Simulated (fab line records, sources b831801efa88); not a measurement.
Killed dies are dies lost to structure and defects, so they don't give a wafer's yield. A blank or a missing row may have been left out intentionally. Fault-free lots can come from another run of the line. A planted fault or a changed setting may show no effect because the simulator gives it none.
fab line records -- flow sky130
record lots=15, wafers=45, last-day=50
route steps=708 shown LDD_LDN@301 SD_P@327 SD_N@356 METAL1@439
lots that met no fault: from a run of the same line without faults
start-h: hours from the record's opening day to when the first of the lot's shown wafers began -- wait-h: hours since the lot's step before -- " as in the row above -- L1.1+2: a row that stands for several wafers -- - value missing, or start not given -- * or withheld: withheld -- < > ~ a bound
route shown NAME@n: a module of which the file shows steps, and the number in the route of the first -- usual: average and standard deviation across the fault-free wafers -- same: alike in all rows -- chamber/n: place in a boat -- sites: the reading at each site -- _std_site: their standard deviation -- _edge_site: outer sites' mean less inner sites' -- radius-mm: for every site, how far away it sits from the centre of the wafer -- mask NAME#n: copy n -- behind: tool/chamber where the wafer was last shaped -- hold: why the lot went on hold/how many hours it stayed there/how the hold came to an end -- device: whichever transistor did not switch (one of n, p or np) -- end of line: at the end of the route, the tests of the same wafers -- for a step that has no rows: nothing shown but its recipe -- killed: dies lost to structure and defects at the first sort, not the wafer's yield -- map: the dies of a wafer, with x for killed, . for not killed, _ for no die there
set.NAME: the setting as run; set.NAME@STEP: as run at that earlier step -- model.NAME: the simulator's own value behind a step, which no gauge read
route steps across a sampled set of lots; one table per step, one row per wafer
services: the hour from which a tool's chamber was out of use, counted from the record's first day as start-h (under 0 if before that day), plus the number of hours and why
## steps
# step SKY_LDD_LDN_STRIP_12
# recipe chemistry=O2/N2, power-w=1400, pressure-mtorr=1500, platen-temp-c=withheld, o2-flow-sccm=3000, n2-flow-sccm=300, overash-fraction=0.5
# usual drypump-motor-current-A=5.6/0.52, oes-product-au=0.715/0.0044, strip-time-to-endpoint-s=14.18/0.044
lot.wafer,tool,chamber,start-h,wait-h,drypump-motor-current-A,oes-product-au,rf-hours-counter-h,strip-time-to-endpoint-s
L300.1,plasma-asher-03,1,535.88,0.1,5.9,0.713,84,14.23
L300.4,plasma-asher-03,1,535.88,0.1,5.9,0.712,-,14.15
L300.6,plasma-asher-03,0,535.88,0.1,6.0,0.724,-,14.19
L301.1,plasma-asher-01,1,548.38,0.1,6.1,0.716,74,14.18
L301.3,plasma-asher-01,1,548.38,0.1,6.1,0.716,-,14.17
L301.4,plasma-asher-01,0,548.38,0.1,4.9,0.714,-,14.12
L303.2,plasma-asher-01,0,554.49,0.1,4.9,0.713,75,14.16
L303.5,plasma-asher-01,0,554.49,0.1,4.8,0.713,-,14.15
L303.6,plasma-asher-01,1,554.49,0.1,6.1,0.721,-,14.13
L304.1,plasma-asher-03,0,577.08,0.1,6.0,0.712,89,14.12
L304.2,plasma-asher-03,1,577.08,0.1,5.9,0.719,89,14.12
L304.4,plasma-asher-03,1,577.08,0.1,5.9,0.713,-,14.15
L308.1,plasma-asher-01,0,608.35,0.1,4.9,0.713,81,14.23
L308.2,plasma-asher-01,1,608.35,0.1,6.0,0.713,81,14.23
L308.5,plasma-asher-01,0,608.35,0.1,4.9,0.715,-,14.22
L311.1,plasma-asher-02,0,628.84,0.1,5.0,0.711,21,14.09
L311.2,plasma-asher-02,1,628.84,0.1,5.5,0.721,21,14.09
L311.6,plasma-asher-02,0,628.84,0.1,4.9,0.717,-,14.07
L313.3,plasma-asher-01,0,649.42,0.1,4.9,0.708,-,14.19
L313.5,plasma-asher-01,1,649.42,0.1,6.1,0.717,-,14.19
L313.6,plasma-asher-01,0,649.42,0.1,4.9,0.718,-,14.22
L315.2,plasma-asher-03,1,668.53,0.1,5.9,0.721,99,14.19
L315.3,plasma-asher-03,1,668.53,0.1,5.9,0.723,-,14.15
L315.6,plasma-asher-03,0,668.53,0.1,6.0,0.719,-,14.15
L316.1,plasma-asher-01,0,684.53,0.1,4.9,0.713,89,14.21
L316.2,plasma-asher-01,1,684.53,0.1,6.1,0.716,89,14.21
L316.6,plasma-asher-01,1,684.53,0.1,6.1,0.717,-,14.16
L317.2,plasma-asher-03,1,684.92,0.1,5.9,0.714,100,14.14
L317.4,plasma-asher-03,0,684.92,0.1,6.0,0.714,-,14.12
L317.5,plasma-asher-03,0,684.92,0.1,6.0,0.717,-,14.17
L318.1,plasma-asher-03,0,685.13,0.1,6.0,0.723,100,14.18
L318.3,plasma-asher-03,0,685.13,0.1,6.1,0.718,-,14.17
L318.4,plasma-asher-03,1,685.13,0.1,5.9,0.709,-,14.21
L319.3,plasma-asher-03,0,691.22,0.1,6.0,0.705,-,14.18
L319.5,plasma-asher-03,1,691.22,0.1,5.9,0.716,-,14.16
L319.6,plasma-asher-03,0,691.22,0.1,6.0,0.722,-,14.17
L320.1,plasma-asher-01,1,703.53,0.1,6.1,0.717,91,14.25
L320.4,plasma-asher-01,1,703.53,0.1,6.1,0.721,-,14.19
L320.6,plasma-asher-01,0,703.53,0.1,4.9,0.718,-,14.22
L321.1,plasma-asher-01,1,707.30,0.1,6.1,0.713,92,14.16
L321.3,plasma-asher-01,0,707.30,0.1,4.9,0.715,-,14.13
L321.6,plasma-asher-01,1,707.30,0.1,6.1,0.718,-,14.18
L322.2,plasma-asher-01,1,719.19,0.1,6.1,0.706,93,14.18
L322.3,plasma-asher-01,1,719.19,0.1,6.1,0.718,-,14.15
L322.4,plasma-asher-01,0,719.19,0.1,4.8,0.710,-,14.16
# step SKY_SD_P_CD_MEAS_07
# recipe target-cd-nm=380
# usual cd-nm=379.5/2.9
lot.wafer,tool,chamber,start-h,wait-h,cd-nm
L300.1,cd-sem-01,-,597.55,0.1,378.7
L300.4,cd-sem-01,-,597.55,0.1,376.9
L300.6,cd-sem-01,-,597.55,0.1,379.3
L301.1,cd-sem-01,-,609.87,0.1,376.4
L301.3,cd-sem-01,-,609.87,0.1,376.1
L301.4,cd-sem-01,-,609.87,0.1,376.2
L303.2,cd-sem-02,-,616.84,0.1,378.4
L303.5,cd-sem-02,-,616.84,0.1,380.8
L303.6,cd-sem-02,-,616.84,0.1,380.0
L304.1,cd-sem-02,-,638.97,0.1,381.5
L304.2,cd-sem-02,-,638.97,0.1,378.7
L304.4,cd-sem-02,-,638.97,0.1,380.3
L308.1,cd-sem-01,-,668.77,0.1,377.7
L308.2,cd-sem-01,-,668.77,0.1,378.7
L308.5,cd-sem-01,-,668.77,0.1,375.9
L311.1,cd-sem-01,-,688.90,0.1,378.9
L311.2,cd-sem-01,-,688.90,0.1,378.6
L311.6,cd-sem-01,-,688.90,0.1,377.9
L313.3,cd-sem-02,-,707.96,0.1,379.7
L313.5,cd-sem-02,-,707.96,0.1,381.5
L313.6,cd-sem-02,-,707.96,0.1,378.5
L315.2,cd-sem-01,-,727.49,0.1,377.6
L315.3,cd-sem-01,-,727.49,0.1,375.6
L315.6,cd-sem-01,-,727.49,0.1,380.1
L316.1,cd-sem-02,-,742.32,0.1,383.2
L316.2,cd-sem-02,-,742.32,0.1,381.3
L316.6,cd-sem-02,-,742.32,0.1,381.5
L317.2,cd-sem-01,-,742.64,0.1,384.0
L317.4,cd-sem-01,-,742.64,0.1,384.2
L317.5,cd-sem-01,-,742.64,0.1,382.1
L318.1,cd-sem-01,-,743.27,0.1,377.2
L318.3,cd-sem-01,-,743.27,0.1,377.6
L318.4,cd-sem-01,-,743.27,0.1,376.3
L319.3,cd-sem-01,-,749.06,0.1,378.2
L319.5,cd-sem-01,-,749.06,0.1,376.7
L319.6,cd-sem-01,-,749.06,0.1,377.4
L320.1,cd-sem-01,-,760.02,0.1,383.3
L320.4,cd-sem-01,-,760.02,0.1,383.0
L320.6,cd-sem-01,-,760.02,0.1,381.7
L321.1,cd-sem-01,-,764.55,0.1,377.8
L321.3,cd-sem-01,-,764.55,0.1,378.1
L321.6,cd-sem-01,-,764.55,0.1,380.7
L322.2,cd-sem-02,-,776.29,0.1,381.7
L322.3,cd-sem-02,-,776.29,0.1,381.5
L322.4,cd-sem-02,-,776.29,0.1,380.2
# step SKY_SD_N_RTA_14
# recipe temp-c=1075, time-s=2, idle-temp-c=650, ramp-up-c-per-s=150, ramp-down-c-per-s=90, ambient=N2
# usual lamp-power-pct=15.73/0.051, wafer_temp_C_max=1078.0/1.3
lot.wafer,tool,chamber,start-h,wait-h,lamp-power-pct,wafer_temp_C_max
L300.1,rtp-anneal-02,0,655.84,0.0,15.73,1080.6
L300.4,rtp-anneal-02,0,655.84,0.0,15.81,1077.6
L300.6,rtp-anneal-02,0,655.84,0.0,15.73,1076.0
L300.1,rtp-anneal-02,0,656.06,0.2,15.76,1078.3
L300.4,rtp-anneal-02,0,656.06,0.2,15.84,1077.5
L300.6,rtp-anneal-02,0,656.06,0.2,15.73,1075.1
L301.1,rtp-anneal-01,0,668.62,0.0,15.70,1077.5
L301.3,rtp-anneal-01,0,668.62,0.0,15.73,1077.4
L301.4,rtp-anneal-01,0,668.62,0.0,15.76,1078.5
L303.2,rtp-anneal-02,0,676.22,0.0,15.76,1075.3
L303.5,rtp-anneal-02,0,676.22,0.0,15.75,1077.5
L303.6,rtp-anneal-02,0,676.22,0.0,15.71,1076.5
L303.2,rtp-anneal-02,0,676.44,0.2,15.75,1076.9
L303.5,rtp-anneal-02,0,676.44,0.2,15.66,1076.3
L303.6,rtp-anneal-02,0,676.44,0.2,15.76,1078.9
L304.1,rtp-anneal-02,0,697.10,0.0,15.64,1077.3
L304.2,rtp-anneal-02,0,697.10,0.0,15.66,1077.4
L304.4,rtp-anneal-02,0,697.10,0.0,15.77,1079.1
L308.1,rtp-anneal-02,0,725.48,0.0,15.75,1077.9
L308.2,rtp-anneal-02,0,725.48,0.0,15.77,1079.2
L308.5,rtp-anneal-02,0,725.48,0.0,15.75,1075.9
L308.1,rtp-anneal-02,0,725.70,0.2,15.75,1076.8
L308.2,rtp-anneal-02,0,725.70,0.2,15.75,1077.6
L308.5,rtp-anneal-02,0,725.70,0.2,15.73,1076.5
L311.1,rtp-anneal-01,0,745.67,0.0,15.83,1082.0
L311.2,rtp-anneal-01,0,745.67,0.0,15.72,1079.0
L311.6,rtp-anneal-01,0,745.67,0.0,15.71,1080.2
L313.3,rtp-anneal-01,0,764.16,0.0,15.73,1079.0
L313.5,rtp-anneal-01,0,764.16,0.0,15.77,1078.8
L313.6,rtp-anneal-01,0,764.16,0.0,15.74,1078.5
L315.2,rtp-anneal-01,0,781.94,0.0,15.81,1077.5
L315.3,rtp-anneal-01,0,781.94,0.0,15.64,1077.7
L315.6,rtp-anneal-01,0,781.94,0.0,15.78,1078.0
L316.1,rtp-anneal-02,0,796.68,0.0,15.61,1078.3
L316.2,rtp-anneal-02,0,796.68,0.0,15.69,1079.0
L316.6,rtp-anneal-02,0,796.68,0.0,15.75,1077.4
L317.2,rtp-anneal-01,0,797.80,0.0,15.76,1078.8
L317.4,rtp-anneal-01,0,797.80,0.0,15.83,1078.2
L317.5,rtp-anneal-01,0,797.80,0.0,15.67,1078.8
L318.1,rtp-anneal-02,0,797.90,0.0,15.80,1077.9
L318.3,rtp-anneal-02,0,797.90,0.0,15.70,1078.6
L318.4,rtp-anneal-02,0,797.90,0.0,15.78,1077.1
L319.3,rtp-anneal-01,0,803.86,0.0,15.79,1075.8
L319.5,rtp-anneal-01,0,803.86,0.0,15.68,1078.7
L319.6,rtp-anneal-01,0,803.86,0.0,15.70,1079.3
L320.1,rtp-anneal-02,0,814.32,0.0,15.75,1078.6
L320.4,rtp-anneal-02,0,814.32,0.0,15.74,1076.9
L320.6,rtp-anneal-02,0,814.32,0.0,15.66,1078.0
L321.1,rtp-anneal-01,0,819.84,0.0,15.80,1076.7
L321.3,rtp-anneal-01,0,819.84,0.0,15.65,1077.8
L321.6,rtp-anneal-01,0,819.84,0.0,15.81,1076.6
L322.2,rtp-anneal-02,0,830.62,0.0,15.80,1079.1
L322.3,rtp-anneal-02,0,830.62,0.0,15.73,1078.6
L322.4,rtp-anneal-02,0,830.62,0.0,15.72,1078.5
# step SKY_METAL1_RS_MEAS_05
# recipe thk-meas-gauge=four-point-probe, reads=TiN_of_METAL1_SPUTTER_04+Ti_of_METAL1_SPUTTER_03+AlCu_of_METAL1_SPUTTER_02+TiN_of_METAL1_SPUTTER_01+Ti_of_METAL1_SPUTTER_00
# usual METAL1_ALCU_RS=0.1265/0.0012
lot.wafer,tool,chamber,start-h,wait-h,METAL1_ALCU_RS[ohm/sq]
L300.1,film-metro-02,-,746.31,0.0,0.1260
L300.4,film-metro-02,-,746.31,0.0,0.1264
L300.6,film-metro-02,-,746.31,0.0,0.1272
L301.1,film-metro-02,-,759.68,0.0,0.1279
L301.3,film-metro-02,-,759.68,0.0,0.1269
L301.4,film-metro-02,-,759.68,0.0,0.1271
L303.2,film-metro-02,-,766.79,0.0,0.1255
L303.5,film-metro-02,-,766.79,0.0,0.1248
L303.6,film-metro-02,-,766.79,0.0,0.1260
L304.1,film-metro-01,-,785.65,0.0,0.1251
L304.2,film-metro-01,-,785.65,0.0,0.1262
L304.4,film-metro-01,-,785.65,0.0,0.1275
L308.1,film-metro-02,-,811.87,0.0,0.1245
L308.2,film-metro-02,-,811.87,0.0,0.1253
L308.5,film-metro-02,-,811.87,0.0,0.1242
L311.1,film-metro-02,-,831.50,0.0,0.1266
L311.2,film-metro-02,-,831.50,0.0,0.1259
L311.6,film-metro-02,-,831.50,0.0,0.1264
L313.3,film-metro-03,-,850.62,0.1,0.1260
L313.5,film-metro-03,-,850.62,0.1,0.1246
L313.6,film-metro-03,-,850.62,0.1,0.1257
L315.2,film-metro-01,-,866.00,0.0,0.1262
L315.3,film-metro-01,-,866.00,0.0,0.1267
L315.6,film-metro-01,-,866.00,0.0,0.1263
L316.1,film-metro-01,-,879.55,0.0,0.1274
L316.2,film-metro-01,-,879.55,0.0,0.1266
L316.6,film-metro-01,-,879.55,0.0,0.1264
L317.2,film-metro-01,-,881.40,0.0,0.1251
L317.4,film-metro-01,-,881.40,0.0,0.1262
L317.5,film-metro-01,-,881.40,0.0,0.1256
L318.1,film-metro-03,-,881.64,0.0,0.1281
L318.3,film-metro-03,-,881.64,0.0,0.1273
L318.4,film-metro-03,-,881.64,0.0,0.1284
L319.3,film-metro-03,-,888.32,0.1,0.1266
L319.5,film-metro-03,-,888.32,0.1,0.1270
L319.6,film-metro-03,-,888.32,0.1,0.1276
L320.1,film-metro-01,-,897.15,0.0,0.1242
L320.4,film-metro-01,-,897.15,0.0,0.1246
L320.6,film-metro-01,-,897.15,0.0,0.1259
L321.1,film-metro-01,-,904.80,0.0,0.1289
L321.3,film-metro-01,-,904.80,0.0,0.1279
L321.6,film-metro-01,-,904.80,0.0,0.1282
L322.2,film-metro-03,-,914.37,0.0,0.1264
L322.3,film-metro-03,-,914.37,0.0,0.1274
L322.4,film-metro-03,-,914.37,0.0,0.1292
## services
tool,chamber,start-h,hours,kind
plasma-asher-02,-,544.48,4.2,repair
plasma-asher-02,-,681.87,14.6,pm
plasma-asher-03,-,733.75,9.0,pm
plasma-asher-03,0,733.75,9.0,vent-cycle
plasma-asher-03,1,733.75,9.0,vent-cycle
plasma-asher-03,0,742.75,-,clean
plasma-asher-03,1,742.75,-,clean
plasma-asher-01,-,744.25,4.4,repair
rtp-anneal-02,-,762.85,2.6,pm
plasma-asher-03,-,770.43,4.1,repair
## key
first-sign step=SKY_SD_N_RTA_14, reading=visit, direction=added
effect none on later readings
met-at SKY_SD_N_RTA_14
struck-lots L300,L303,L308
sort-left-out L300.1,L300.4,L300.6,L303.2,L303.5,L303.6
tester-left-out L300,L303,L308
not-acting-at SKY_LDD_LDN_STRIP_12,SKY_SD_P_CD_MEAS_07,SKY_METAL1_RS_MEAS_05
fault kind=repeated-step-whole, tool=rtp-anneal-01,rtp-anneal-02, chamber=-, onset-h=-, steps=SKY_SD_N_RTA_14, times=1, scope=struck-lots-only
# tester-left-out: of these lots the tester's yield and bins aren't shown, on N5 and GAA mostly nor the transistor test; their killed dies are dies lost to structure and defects alone, not to doping, threshold or leakage, so they don't give the yield
# sort-left-out: the simulated sort isn't trusted on such a fault, so these wafers' sort isn't shown, and their yield isn't known
